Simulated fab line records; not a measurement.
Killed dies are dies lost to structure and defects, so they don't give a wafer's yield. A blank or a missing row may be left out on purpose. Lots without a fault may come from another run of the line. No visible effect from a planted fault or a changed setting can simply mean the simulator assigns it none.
Which of the tools did it? | flow sky130 | 33 wafers from 11 lots sampled at 7 of the route's 708 steps

## WHAT EACH GAUGE READ, for each wafer
SKY_LI_CONTACT_OVL_MEAS_13.
lot  | measured     | on         | LI_CONTACT_OVL (nm)
L962 | day 29 11:20 | overlay-01 | 0 1 2
L964 | day 30 03:26 | overlay-01 | 2 2 6
L963 | day 30 03:32 | overlay-02 | 9 -4 5
L966 | day 31 17:26 | overlay-01 | 0 3 -1
L969 | day 32 05:35 | overlay-02 | -2 -5 2
L970 | day 32 10:26 | overlay-02 | -12 -6 -2
L976 | day 34 20:38 | overlay-01 | -3 -6 -3
L978 | day 35 00:41 | overlay-02 | 1 -5 0
L980 | day 35 10:14 | overlay-02 | 0 -2 1
L982 | day 36 08:51 | overlay-02 | -1 5 -6
L984 | day 36 14:05 | overlay-02 | -5 0 -4

SKY_LOCAL_INTERCONNECT_OVL_MEAS_12.
lot  | measured     | on         | LOCAL_INTERCONNECT_OVL (nm)
L962 | day 30 16:24 | overlay-01 | -3 -2 1
L964 | day 31 08:44 | overlay-02 | -8 -7 -1
L963 | day 31 08:52 | overlay-01 | -12 -9 -10
L966 | day 32 21:40 | overlay-01 | -1 1 -4
L969 | day 33 10:34 | overlay-01 | -7 -5 3
L970 | day 33 15:46 | overlay-02 | -9 -11 -3
L976 | day 36 07:44 | overlay-01 | -1 -4 0
L978 | day 36 09:11 | overlay-02 | -4 -5 -11
L980 | day 36 13:08 | overlay-02 | -4 -3 3
L982 | day 37 12:32 | overlay-02 | 9 7 4
L984 | day 37 17:16 | overlay-02 | -6 -5 -5

SKY_CONTACT_BOW_MEAS_05.
lot  | measured     | on            | CONTACT_BOW (um)
L962 | day 30 17:46 | film-metro-01 | 83 80 85
L964 | day 31 10:05 | film-metro-02 | 70 79 85
L963 | day 31 10:11 | film-metro-01 | 87 72 72
L966 | day 32 22:56 | film-metro-02 | 82 90 87
L969 | day 33 11:57 | film-metro-01 | 84 79 90
L970 | day 33 17:06 | film-metro-04 | 78 86 77
L976 | day 36 09:13 | film-metro-04 | 85 97 90
L978 | day 36 10:34 | film-metro-04 | 78 91 88
L980 | day 36 14:26 | film-metro-01 | 94 82 72
L982 | day 37 13:57 | film-metro-02 | 79 88 87
L984 | day 37 18:36 | film-metro-02 | 78 85 82

SKY_CONTACT_CD_MEAS_14 targets a cd of 170 nm.
lot  | measured     | on        | cd-nm (nm)
L962 | day 31 21:14 | cd-sem-01 | 169.7 168.9 169.0
L964 | day 32 12:58 | cd-sem-01 | 173.3 172.0 171.8
L963 | day 32 13:19 | cd-sem-02 | 167.0 166.7 167.2
L966 | day 34 01:09 | cd-sem-02 | 169.3 168.6 168.5
L969 | day 34 14:20 | cd-sem-02 | 172.0 170.4 169.2
L970 | day 34 19:59 | cd-sem-02 | 170.8 170.7 172.4
L976 | day 37 10:31 | cd-sem-02 | - 170.3 -
L978 | day 37 12:27 | cd-sem-01 | - 168.9 -
L980 | day 37 16:14 | cd-sem-01 | 169.0 - -
L982 | day 38 15:22 | cd-sem-02 | 169.4 169.8 170.9
L984 | day 38 19:37 | cd-sem-02 | 170.2 169.9 170.2

SKY_CONTACT_OVL_MEAS_15.
lot  | measured     | on         | CONTACT_OVL (nm)
L962 | day 31 21:20 | overlay-02 | 5 1 13
L964 | day 32 13:05 | overlay-02 | 2 -9 0
L963 | day 32 13:26 | overlay-01 | 5 7 4
L966 | day 34 01:16 | overlay-01 | 11 5 2
L969 | day 34 14:27 | overlay-01 | -2 4 -9
L970 | day 34 20:07 | overlay-02 | 2 2 2
L976 | day 37 10:38 | overlay-01 | - 3 -
L978 | day 37 12:34 | overlay-01 | - 6 -
L980 | day 37 16:20 | overlay-01 | -1 - -
L982 | day 38 15:29 | overlay-02 | 4 4 10
L984 | day 38 19:44 | overlay-01 | -2 2 0

## WHAT TOOL EACH LOT RAN ON (gives the tool, then ch and the chambers of the sampled wafers, and finally the start)
lot  | SKY_LOCAL_INTERCONNECT_ETCH_13    | SKY_LOCAL_INTERCONNECT_METAL_ETCH_14
L962 | rie-metal-02 ch 0,1, day 30 16:26 | rie-metal-02 ch 0,1, day 30 16:29
L964 | rie-metal-02 ch 0,1, day 31 08:47 | rie-metal-02 ch 0,1, day 31 08:50
L963 | rie-metal-04 ch 0,1, day 31 08:55 | rie-metal-04 ch 0,1, day 31 08:58
L966 | rie-metal-02 ch 0,1, day 32 21:43 | rie-metal-02 ch 0,1, day 32 21:46
L969 | rie-metal-02 ch 0, day 33 10:37   | rie-metal-02 ch 0, day 33 10:44
L970 | rie-metal-01 ch 0, day 33 15:49   | rie-metal-01 ch 0, day 33 15:52
L976 | rie-metal-02 ch 0,1, day 36 07:47 | rie-metal-02 ch 0,1, day 36 07:50
L978 | rie-metal-02 ch 0,1, day 36 09:13 | rie-metal-02 ch 0,1, day 36 09:17
L980 | rie-metal-02 ch 0,1, day 36 13:11 | rie-metal-02 ch 0,1, day 36 13:15
L982 | rie-metal-04 ch 0,1, day 37 12:34 | rie-metal-04 ch 0,1, day 37 12:38
L984 | rie-metal-04 ch 0,1, day 37 17:19 | rie-metal-04 ch 0,1, day 37 17:22
- SKY_LOCAL_INTERCONNECT_ETCH_13: etches BARC in N2/H2, stops on SiO2, time 45.9 s, target depth 60 nm.
- SKY_LOCAL_INTERCONNECT_METAL_ETCH_14: etches TiN in Cl2/BCl3, stops on PSG, target depth 110 nm, time 31.4 s.

## WHAT THE TOOLS THEMSELVES READ (means of the sampled wafers that have a number; where no wafer has one, the mark that the record gives instead)
SKY_LOCAL_INTERCONNECT_ETCH_13.
lot  | tool         | drypump-motor-current-A (A) | oes-product-au (a.u.) | throttle-valve-pct (%)
L962 | rie-metal-02 | 6.0                         | 0.852                 | 13.222
L964 | rie-metal-02 | 6.0                         | 0.854                 | 13.234
L963 | rie-metal-04 | 5.5                         | 0.857                 | 13.220
L966 | rie-metal-02 | 6.1                         | 0.855                 | 13.223
L969 | rie-metal-02 | 6.2                         | 0.858                 | 13.222
L970 | rie-metal-01 | 5.8                         | 0.856                 | 13.226
L976 | rie-metal-02 | 6.2                         | 0.815                 | 13.221
L978 | rie-metal-02 | 6.2                         | 0.813                 | 13.211
L980 | rie-metal-02 | 6.1                         | 0.820                 | 13.210
L982 | rie-metal-04 | 5.5                         | 0.858                 | 13.227
L984 | rie-metal-04 | 6.0                         | 0.852                 | 13.231

SKY_LOCAL_INTERCONNECT_METAL_ETCH_14.
lot  | tool         | drypump-motor-current-A (A) | mfc-cl2-sccm (sccm) | oes-product-au (a.u.) | throttle-valve-pct (%)
L962 | rie-metal-02 | 6.0                         | 59.92               | 0.941                 | 21.895
L964 | rie-metal-02 | 6.0                         | 60.03               | 0.941                 | 21.905
L963 | rie-metal-04 | 5.5                         | 60.15               | 0.936                 | 21.914
L966 | rie-metal-02 | 6.1                         | 60.00               | 0.941                 | 21.902
L969 | rie-metal-02 | 6.2                         | 59.99               | 0.938                 | 21.900
L970 | rie-metal-01 | 5.7                         | 59.88               | 0.940                 | 21.906
L976 | rie-metal-02 | 6.1                         | 59.81               | 0.563                 | 22.144
L978 | rie-metal-02 | 6.1                         | 59.97               | 0.567                 | 22.130
L980 | rie-metal-02 | 6.1                         | 59.70               | 0.559                 | 22.131
L982 | rie-metal-04 | 5.5                         | 59.96               | 0.944                 | 21.896
L984 | rie-metal-04 | 6.0                         | 59.94               | 0.944                 | 21.904

## THE ANSWER, worked out from the rows above alone
Rule: the lots themselves supply what counts as usual. Put in order of their means at a reading, lots are off if they are a third of the lots or fewer, leave a main group of 4 or more, and stand apart from it by a gap of 3 or more times the standard deviation of the main group's means; of several such gaps the widest counts. Not used: any main group whose means are identical at the precision the tables above print for the reading. Also off: a lot with no number at a reading for which 4 or more lots have one. Any other lot the step has rows for is counted as sound. Order of review: gauges by route order, followed by the tools' own readings, for which a lot's mean as printed above is used. At the first step where some lot is off, the reading lying furthest off is the one used; lots without a number count as furthest.
Off, at SKY_LOCAL_INTERCONNECT_ETCH_13 on oes-product-au: L976, L978, L980. The main group: mean 0.855 a.u., standard deviation 0.0023.
If a tool, at that step or one of the process steps before it, ran each lot that is off and ran no sound lot following the first of them, it fits. One fits: rie-metal-02 at SKY_LOCAL_INTERCONNECT_ETCH_13. A fault onset in the window from L969 (day 33 10:37, its last sound lot) to L976 (day 36 07:47, its first lot off) fits.
The tool's own readings at SKY_LOCAL_INTERCONNECT_ETCH_13 bear it out: on the lots that are off they differ by more than 5 times the standard deviation of the sound lots' means. oes-product-au reads 0.816 a.u. there against 0.855 a.u. on the sound lots.

## WHAT HAD BEEN PUT IN BY THE SIMULATOR
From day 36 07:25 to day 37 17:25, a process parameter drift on rie-metal-02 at SKY_LOCAL_INTERCONNECT_ETCH_13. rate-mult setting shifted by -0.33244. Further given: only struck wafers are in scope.
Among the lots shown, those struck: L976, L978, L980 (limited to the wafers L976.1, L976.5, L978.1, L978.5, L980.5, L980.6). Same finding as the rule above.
